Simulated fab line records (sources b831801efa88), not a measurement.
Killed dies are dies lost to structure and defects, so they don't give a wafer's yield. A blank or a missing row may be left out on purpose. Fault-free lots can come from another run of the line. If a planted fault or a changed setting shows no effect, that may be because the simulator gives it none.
Which tool was responsible? :: flow sky130 :: 12 lots, 36 wafers sampled, at 5 steps of a route of 708

WHAT EACH GAUGE READ, for each wafer
Not one reading of a measure or inspect step in the record can be checked against a usual standard deviation.

WHAT TOOL EACH LOT RAN ON (gives the tool, then ch and the chambers of the sampled wafers, and finally the start)
lot: L690
SKY_NWELL_STRIP_25: plasma-asher-03 ch 0,1, day 5 05:35
SKY_VT_ADJUST_HVTP_STRIP_10: plasma-asher-01 ch 0,1, day 6 00:56
SKY_VT_ADJUST_LVTN_STRIP_20: plasma-asher-03 ch 0,1, day 7 16:12
SKY_LDD_N_IMPLANT_13: implanter-01 ch 0, day 17 12:13
SKY_PAD_OPEN_PROBE_99: -

lot: L691
SKY_NWELL_STRIP_25: plasma-asher-02 ch 0,1, day 5 14:19
SKY_VT_ADJUST_HVTP_STRIP_10: plasma-asher-04 ch 0,1, day 6 09:56
SKY_VT_ADJUST_LVTN_STRIP_20: plasma-asher-02 ch 0,1, day 8 01:15
SKY_LDD_N_IMPLANT_13: implanter-03 ch 0, day 17 23:27
SKY_PAD_OPEN_PROBE_99: -

lot: L692
SKY_NWELL_STRIP_25: plasma-asher-04 ch 0,1, day 6 00:39
SKY_VT_ADJUST_HVTP_STRIP_10: plasma-asher-04 ch 0,1, day 6 20:25
SKY_VT_ADJUST_LVTN_STRIP_20: plasma-asher-01 ch 0,1, day 8 13:29
SKY_LDD_N_IMPLANT_13: implanter-02 ch 0, day 18 22:23
SKY_PAD_OPEN_PROBE_99: -

lot: L697
SKY_NWELL_STRIP_25: plasma-asher-03 ch 0,1, day 7 04:06
SKY_VT_ADJUST_HVTP_STRIP_10: plasma-asher-04 ch 0,1, day 8 00:04
SKY_VT_ADJUST_LVTN_STRIP_20: plasma-asher-03 ch 0,1, day 9 19:47
SKY_LDD_N_IMPLANT_13: implanter-03 ch 0, day 20 20:14
SKY_PAD_OPEN_PROBE_99: -

lot: L699
SKY_NWELL_STRIP_25: plasma-asher-03 ch 0,1, day 7 15:17
SKY_VT_ADJUST_HVTP_STRIP_10: plasma-asher-01 ch 0,1, day 8 12:54
SKY_VT_ADJUST_LVTN_STRIP_20: plasma-asher-01 ch 0,1, day 10 07:28
SKY_LDD_N_IMPLANT_13: implanter-03 ch 0, day 21 07:07
SKY_PAD_OPEN_PROBE_99: -

lot: L700
SKY_NWELL_STRIP_25: plasma-asher-03 ch 0,1, day 7 19:28
SKY_VT_ADJUST_HVTP_STRIP_10: plasma-asher-04 ch 0,1, day 8 17:34
SKY_VT_ADJUST_LVTN_STRIP_20: plasma-asher-01 ch 0,1, day 10 13:23
SKY_LDD_N_IMPLANT_13: implanter-01 ch 0, day 21 13:09
SKY_PAD_OPEN_PROBE_99: prober-02, day 48 08:46

lot: L701
SKY_NWELL_STRIP_25: plasma-asher-04 ch 0,1, day 8 03:10
SKY_VT_ADJUST_HVTP_STRIP_10: plasma-asher-04 ch 0,1, day 9 00:34
SKY_VT_ADJUST_LVTN_STRIP_20: plasma-asher-01 ch 0, day 10 21:17
SKY_LDD_N_IMPLANT_13: implanter-02 ch 0, day 22 01:17
SKY_PAD_OPEN_PROBE_99: -

lot: L702
SKY_NWELL_STRIP_25: plasma-asher-04 ch 0,1, day 8 09:18
SKY_VT_ADJUST_HVTP_STRIP_10: plasma-asher-01 ch 0,1, day 9 07:17
SKY_VT_ADJUST_LVTN_STRIP_20: plasma-asher-01 ch 0,1, day 11 03:31
SKY_LDD_N_IMPLANT_13: implanter-03 ch 0, day 22 09:39
SKY_PAD_OPEN_PROBE_99: -

lot: L703
SKY_NWELL_STRIP_25: plasma-asher-02 ch 0,1, day 8 14:50
SKY_VT_ADJUST_HVTP_STRIP_10: plasma-asher-01 ch 0,1, day 9 13:04
SKY_VT_ADJUST_LVTN_STRIP_20: plasma-asher-02 ch 0,1, day 11 10:35
SKY_LDD_N_IMPLANT_13: implanter-03 ch 0, day 22 19:34
SKY_PAD_OPEN_PROBE_99: -

lot: L709
SKY_NWELL_STRIP_25: plasma-asher-04 ch 0,1, day 10 03:39
SKY_VT_ADJUST_HVTP_STRIP_10: plasma-asher-01 ch 0,1, day 11 02:46
SKY_VT_ADJUST_LVTN_STRIP_20: plasma-asher-02 ch 0,1, day 13 03:32
SKY_LDD_N_IMPLANT_13: implanter-03 ch 0, day 24 18:16
SKY_PAD_OPEN_PROBE_99: -

lot: L712
SKY_NWELL_STRIP_25: plasma-asher-03 ch 0,1, day 10 20:12
SKY_VT_ADJUST_HVTP_STRIP_10: plasma-asher-04 ch 0,1, day 11 20:22
SKY_VT_ADJUST_LVTN_STRIP_20: plasma-asher-01 ch 0,1, day 13 23:08
SKY_LDD_N_IMPLANT_13: implanter-03 ch 0, day 25 16:45
SKY_PAD_OPEN_PROBE_99: -

lot: L713
SKY_NWELL_STRIP_25: plasma-asher-02 ch 0,1, day 11 05:20
SKY_VT_ADJUST_HVTP_STRIP_10: plasma-asher-01 ch 0,1, day 12 05:46
SKY_VT_ADJUST_LVTN_STRIP_20: plasma-asher-02 ch 0,1, day 14 09:53
SKY_LDD_N_IMPLANT_13: implanter-01 ch 0, day 26 02:56
SKY_PAD_OPEN_PROBE_99: -
- SKY_NWELL_STRIP_25: strips in O2/N2.
- SKY_VT_ADJUST_HVTP_STRIP_10: strips in O2/N2.
- SKY_VT_ADJUST_LVTN_STRIP_20: strips in O2/N2.
- SKY_LDD_N_IMPLANT_13
- SKY_PAD_OPEN_PROBE_99

WHAT THE TOOLS THEMSELVES READ (means of the sampled wafers that have a number; where no wafer has one, the mark that the record gives instead)
SKY_NWELL_STRIP_25. Usual: chamber-pressure-mTorr 1500.0 mTorr, standard deviation 1.4; drypump-motor-current-A 5.50 A, standard deviation 0.28; oes-product-au 0.722 a.u., standard deviation 0.0044; strip-time-to-endpoint-s 36.97 s, standard deviation 0.092.
lot: L690
tool: plasma-asher-03
chamber-pressure-mTorr (mTorr): 1499.7
drypump-motor-current-A (A): 5.68
oes-product-au (a.u.): 0.720
strip-time-to-endpoint-s (s): 37.02
flag: 

lot: L691
tool: plasma-asher-02
chamber-pressure-mTorr (mTorr): 1499.1
drypump-motor-current-A (A): 5.78
oes-product-au (a.u.): 0.718
strip-time-to-endpoint-s (s): 37.01
flag: 

lot: L692
tool: plasma-asher-04
chamber-pressure-mTorr (mTorr): 1499.1
drypump-motor-current-A (A): 5.19
oes-product-au (a.u.): 0.723
strip-time-to-endpoint-s (s): 36.99
flag: 

lot: L697
tool: plasma-asher-03
chamber-pressure-mTorr (mTorr): 1500.6
drypump-motor-current-A (A): 5.63
oes-product-au (a.u.): 0.719
strip-time-to-endpoint-s (s): 36.90
flag: 

lot: L699
tool: plasma-asher-03
chamber-pressure-mTorr (mTorr): 1501.6
drypump-motor-current-A (A): 5.67
oes-product-au (a.u.): 0.721
strip-time-to-endpoint-s (s): 36.90
flag: 

lot: L700
tool: plasma-asher-03
chamber-pressure-mTorr (mTorr): 1501.1
drypump-motor-current-A (A): 5.64
oes-product-au (a.u.): 0.720
strip-time-to-endpoint-s (s): 37.02
flag: 

lot: L701
tool: plasma-asher-04
chamber-pressure-mTorr (mTorr): 1498.9
drypump-motor-current-A (A): 5.19
oes-product-au (a.u.): 0.725
strip-time-to-endpoint-s (s): 36.89
flag: 

lot: L702
tool: plasma-asher-04
chamber-pressure-mTorr (mTorr): 1499.4
drypump-motor-current-A (A): 5.18
oes-product-au (a.u.): 0.723
strip-time-to-endpoint-s (s): 37.12
flag: 

lot: L703
tool: plasma-asher-02
chamber-pressure-mTorr (mTorr): 1498.8
drypump-motor-current-A (A): 5.56
oes-product-au (a.u.): 0.721
strip-time-to-endpoint-s (s): 37.01
flag: 

lot: L709
tool: plasma-asher-04
chamber-pressure-mTorr (mTorr): 1500.1
drypump-motor-current-A (A): 5.20
oes-product-au (a.u.): 0.724
strip-time-to-endpoint-s (s): 36.91
flag: 

lot: L712
tool: plasma-asher-03
chamber-pressure-mTorr (mTorr): 1499.7
drypump-motor-current-A (A): 5.69
oes-product-au (a.u.): 0.724
strip-time-to-endpoint-s (s): 37.02
flag: 

lot: L713
tool: plasma-asher-02
chamber-pressure-mTorr (mTorr): 1499.8
drypump-motor-current-A (A): 5.81
oes-product-au (a.u.): 0.720
strip-time-to-endpoint-s (s): 37.08
flag: 

SKY_VT_ADJUST_HVTP_STRIP_10. Usual: chamber-pressure-mTorr 1500.1 mTorr, standard deviation 1.3; drypump-motor-current-A 5.4 A, standard deviation 0.35; oes-product-au 0.715 a.u., standard deviation 0.0048; strip-time-to-endpoint-s 14.20 s, standard deviation 0.051.
lot: L690
tool: plasma-asher-01
chamber-pressure-mTorr (mTorr): 1500.1
drypump-motor-current-A (A): 5.2
oes-product-au (a.u.): 0.717
strip-time-to-endpoint-s (s): 14.14
flag: 

lot: L691
tool: plasma-asher-04
chamber-pressure-mTorr (mTorr): 1499.9
drypump-motor-current-A (A): 5.3
oes-product-au (a.u.): 0.715
strip-time-to-endpoint-s (s): 14.22
flag: 

lot: L692
tool: plasma-asher-04
chamber-pressure-mTorr (mTorr): 1499.6
drypump-motor-current-A (A): 5.2
oes-product-au (a.u.): 0.713
strip-time-to-endpoint-s (s): 14.23
flag: 

lot: L697
tool: plasma-asher-04
chamber-pressure-mTorr (mTorr): 1499.8
drypump-motor-current-A (A): 5.3
oes-product-au (a.u.): 0.709
strip-time-to-endpoint-s (s): 14.22
flag: 

lot: L699
tool: plasma-asher-01
chamber-pressure-mTorr (mTorr): 1498.4
drypump-motor-current-A (A): 5.1
oes-product-au (a.u.): 0.722
strip-time-to-endpoint-s (s): 14.21
flag: 

lot: L700
tool: plasma-asher-04
chamber-pressure-mTorr (mTorr): 1499.9
drypump-motor-current-A (A): 5.2
oes-product-au (a.u.): 0.715
strip-time-to-endpoint-s (s): 14.23
flag: 

lot: L701
tool: plasma-asher-04
chamber-pressure-mTorr (mTorr): 1499.8
drypump-motor-current-A (A): 5.3
oes-product-au (a.u.): 0.717
strip-time-to-endpoint-s (s): 14.23
flag: 

lot: L702
tool: plasma-asher-01
chamber-pressure-mTorr (mTorr): 1499.4
drypump-motor-current-A (A): 5.1
oes-product-au (a.u.): 0.714
strip-time-to-endpoint-s (s): 14.16
flag: 

lot: L703
tool: plasma-asher-01
chamber-pressure-mTorr (mTorr): 1499.4
drypump-motor-current-A (A): 5.1
oes-product-au (a.u.): 0.710
strip-time-to-endpoint-s (s): 14.18
flag: 

lot: L709
tool: plasma-asher-01
chamber-pressure-mTorr (mTorr): 1499.5
drypump-motor-current-A (A): 5.2
oes-product-au (a.u.): 0.716
strip-time-to-endpoint-s (s): 14.23
flag: 

lot: L712
tool: plasma-asher-04
chamber-pressure-mTorr (mTorr): 1499.4
drypump-motor-current-A (A): 5.3
oes-product-au (a.u.): 0.716
strip-time-to-endpoint-s (s): 14.17
flag: 

lot: L713
tool: plasma-asher-01
chamber-pressure-mTorr (mTorr): 1500.3
drypump-motor-current-A (A): 5.1
oes-product-au (a.u.): 0.715
strip-time-to-endpoint-s (s): 14.11
flag: 

SKY_VT_ADJUST_LVTN_STRIP_20. Usual: chamber-pressure-mTorr 1499.8 mTorr, standard deviation 1.4; drypump-motor-current-A 5.5 A, standard deviation 0.36; oes-product-au 0.715 a.u., standard deviation 0.0048; strip-time-to-endpoint-s 14.19 s, standard deviation 0.043.
lot: L690
tool: plasma-asher-03
chamber-pressure-mTorr (mTorr): 1500.7
drypump-motor-current-A (A): 5.6
oes-product-au (a.u.): 0.716
strip-time-to-endpoint-s (s): 14.22
flag: 

lot: L691
tool: plasma-asher-02
chamber-pressure-mTorr (mTorr): 1500.1
drypump-motor-current-A (A): 5.8
oes-product-au (a.u.): 0.718
strip-time-to-endpoint-s (s): 14.14
flag: 

lot: L692
tool: plasma-asher-01
chamber-pressure-mTorr (mTorr): 1500.5
drypump-motor-current-A (A): 5.2
oes-product-au (a.u.): 0.717
strip-time-to-endpoint-s (s): 14.21
flag: 

lot: L697
tool: plasma-asher-03
chamber-pressure-mTorr (mTorr): 1499.8
drypump-motor-current-A (A): 5.7
oes-product-au (a.u.): 0.719
strip-time-to-endpoint-s (s): 14.20
flag: 

lot: L699
tool: plasma-asher-01
chamber-pressure-mTorr (mTorr): 1499.4
drypump-motor-current-A (A): 5.2
oes-product-au (a.u.): 0.717
strip-time-to-endpoint-s (s): 14.18
flag: 

lot: L700
tool: plasma-asher-01
chamber-pressure-mTorr (mTorr): 1500.7
drypump-motor-current-A (A): 5.1
oes-product-au (a.u.): 0.714
strip-time-to-endpoint-s (s): 14.18
flag: 

lot: L701
tool: plasma-asher-01
chamber-pressure-mTorr (mTorr): 1499.4
drypump-motor-current-A (A): 5.4
oes-product-au (a.u.): 0.716
strip-time-to-endpoint-s (s): 14.21
flag: 

lot: L702
tool: plasma-asher-01
chamber-pressure-mTorr (mTorr): 1500.4
drypump-motor-current-A (A): 5.1
oes-product-au (a.u.): 0.715
strip-time-to-endpoint-s (s): 14.17
flag: 

lot: L703
tool: plasma-asher-02
chamber-pressure-mTorr (mTorr): 1500.8
drypump-motor-current-A (A): 5.6
oes-product-au (a.u.): 0.721
strip-time-to-endpoint-s (s): 14.20
flag: 

lot: L709
tool: plasma-asher-02
chamber-pressure-mTorr (mTorr): 1500.9
drypump-motor-current-A (A): 5.8
oes-product-au (a.u.): 0.714
strip-time-to-endpoint-s (s): 14.20
flag: 

lot: L712
tool: plasma-asher-01
chamber-pressure-mTorr (mTorr): 1500.0
drypump-motor-current-A (A): 5.2
oes-product-au (a.u.): 0.716
strip-time-to-endpoint-s (s): 14.21
flag: 

lot: L713
tool: plasma-asher-02
chamber-pressure-mTorr (mTorr): 1499.2
drypump-motor-current-A (A): 5.6
oes-product-au (a.u.): 0.713
strip-time-to-endpoint-s (s): 14.22
flag: 

SKY_LDD_N_IMPLANT_13. Usual: rotation-deg 90.001 degrees, standard deviation 0.028.
lot: L690
tool: implanter-01
rotation-deg (degrees): 90.025
flag: 

lot: L691
tool: implanter-03
rotation-deg (degrees): 90.009
flag: 

lot: L692
tool: implanter-02
rotation-deg (degrees): 89.965
flag: 

lot: L697
tool: implanter-03
rotation-deg (degrees): 90.014
flag: 

lot: L699
tool: implanter-03
rotation-deg (degrees): 90.025
flag: 

lot: L700
tool: implanter-01
rotation-deg (degrees): 90.004
flag: 

lot: L701
tool: implanter-02
rotation-deg (degrees): 89.964
flag: 

lot: L702
tool: implanter-03
rotation-deg (degrees): 90.002
flag: 

lot: L703
tool: implanter-03
rotation-deg (degrees): 89.991
flag: 

lot: L709
tool: implanter-03
rotation-deg (degrees): 289.617
flag: OFF

lot: L712
tool: implanter-03
rotation-deg (degrees): 289.600
flag: OFF

lot: L713
tool: implanter-01
rotation-deg (degrees): 89.987
flag: 

SKY_PAD_OPEN_PROBE_99. Usual: killed_at_M0_to_M3 43, standard deviation 6.9; killed_at_M4_up 3.1, standard deviation 1.8; killed-at-contacts 24, standard deviation 5.1; killed-at-front-end 15, standard deviation 4.8; killed-at-other 0.3, standard deviation 0.48; killed-dies 86, standard deviation 8.9; killed-open 47, standard deviation 6.8; killed-short 39, standard deviation 6.3.
lot: L700
tool: prober-02
killed_at_M0_to_M3: 43
killed_at_M4_up: 3.7
killed-at-contacts: 27
killed-at-front-end: 13
killed-at-other: 0.3
killed-dies: 88
killed-open: 48
killed-short: 39
flag: 

THE ANSWER, worked out from the rows above alone
Rule: a lot counts as off when the mean over its wafers that have a number is more than 3 standard deviations away from the usual mean. Also off: a lot with no number at a reading for which 4 or more lots have one. The other lots that the step has rows for count as sound. Order of review: gauges by route order, followed by the tools' own readings, for which a lot's mean as printed above is used. At the first step where some lot is off, the reading lying furthest off is the one used; lots without a number count as furthest.
Off: L709, L712 (SKY_LDD_N_IMPLANT_13, rotation-deg).
A tool fits if, at that step or a process step before it, it ran every lot that is off, and no sound lot after the first of them. One fits: SKY_LDD_N_IMPLANT_13 on implanter-03. A fault onset in the window from L703 (day 22 19:34, its last sound lot) to L709 (day 24 18:16, its first lot off) fits.
The tool's own readings at SKY_LDD_N_IMPLANT_13 bear it out: on the lots that are off they differ by more than 5 times the standard deviation of the sound lots' means. rotation-deg reads 289.609 degrees there against 89.999 degrees on the sound lots.

WHAT HAD BEEN PUT IN BY THE SIMULATOR
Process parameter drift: implanter-03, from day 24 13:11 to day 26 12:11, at SKY_LDD_N_IMPLANT_13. From 90, the setting rotation-deg moved by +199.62. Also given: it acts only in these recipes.
Lots struck among those shown: L709, L712. The same result came from the rule above.
